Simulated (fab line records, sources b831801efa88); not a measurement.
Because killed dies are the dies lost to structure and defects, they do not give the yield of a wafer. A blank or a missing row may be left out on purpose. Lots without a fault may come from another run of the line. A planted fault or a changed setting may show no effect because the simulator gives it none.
Chamber matching	flow gf180mcu	GF_V4_ETCH_16 on rie diel-02 has 4 sister chambers
The step etches BARC in N2/H2. 14 wafers are shown with their chamber, then 7 later ones without.

## WAFERS, EACH WITH ITS CHAMBER
wafer	chamber	drypump motor current A (A)	oes product au (a.u.)	rf fwd power W (W)
L593.1	0	5.5	0.860	495.6
L593.2	1	5.7	0.851	493.8
L593.5	2	5.4	0.856	492.9
L597.1	3	5.0	0.850	493.3
L597.3	1	5.7	0.854	496.1
L597.6	0	5.5	0.850	493.5
L607.3	1	5.7	0.847	492.8
L607.4	2	5.4	0.851	494.3
L607.6	3	4.9	0.867	495.1
L609.3	0	5.5	0.862	498.4
L609.5	3	4.9	0.857	494.2
L609.6	2	5.4	0.851	495.6
L610.3	0	5.5	0.861	496.9
L610.4	3	4.9	0.850	495.0

SIGNATURES (means of the wafers above)
reading	chamber 0	chamber 1	chamber 2	chamber 3	scatter within a chamber
drypump motor current A	5.500	5.700	5.400	4.925	0.0274
oes product au	0.85825	0.85067	0.85267	0.85600	0.00573
rf fwd power W	496.100	494.233	494.267	494.400	1.56
Rule: a wafer's distance from a chamber is the root of the sum, over the readings, of the square of ((its reading less the chamber's mean) divided by the reading's scatter). The wafer belongs to the nearest chamber; if the next one is less than 2 further off, it can't be placed. The scatter: take each reading less its chamber's mean, square it, sum over the shown wafers, divide by the number of wafers less the number of chambers, and take the root.

## WAFERS MISSING THEIR CHAMBER
wafer	drypump motor current A (A)	oes product au (a.u.)	rf fwd power W (W)
L610.6	5.4	0.848	496.1
L611.1	5.5	0.858	494.6
L611.5	5.4	0.862	494.0
L611.6	5.7	0.849	494.1
L612.1	5.5	0.861	495.5
L612.2	4.9	0.853	496.3
L612.4	5.7	0.855	492.9

## CHAMBER TAKEN BY EACH
wafer	from the rows above	in truth
L610.6	2	2
L611.1	0	0
L611.5	2	2
L611.6	1	1
L612.1	0	0
L612.2	3	3
L612.4	1	1
Correctly placed: 7 of 7. Can't be placed from these rows: 0. Wrongly placed: 0.
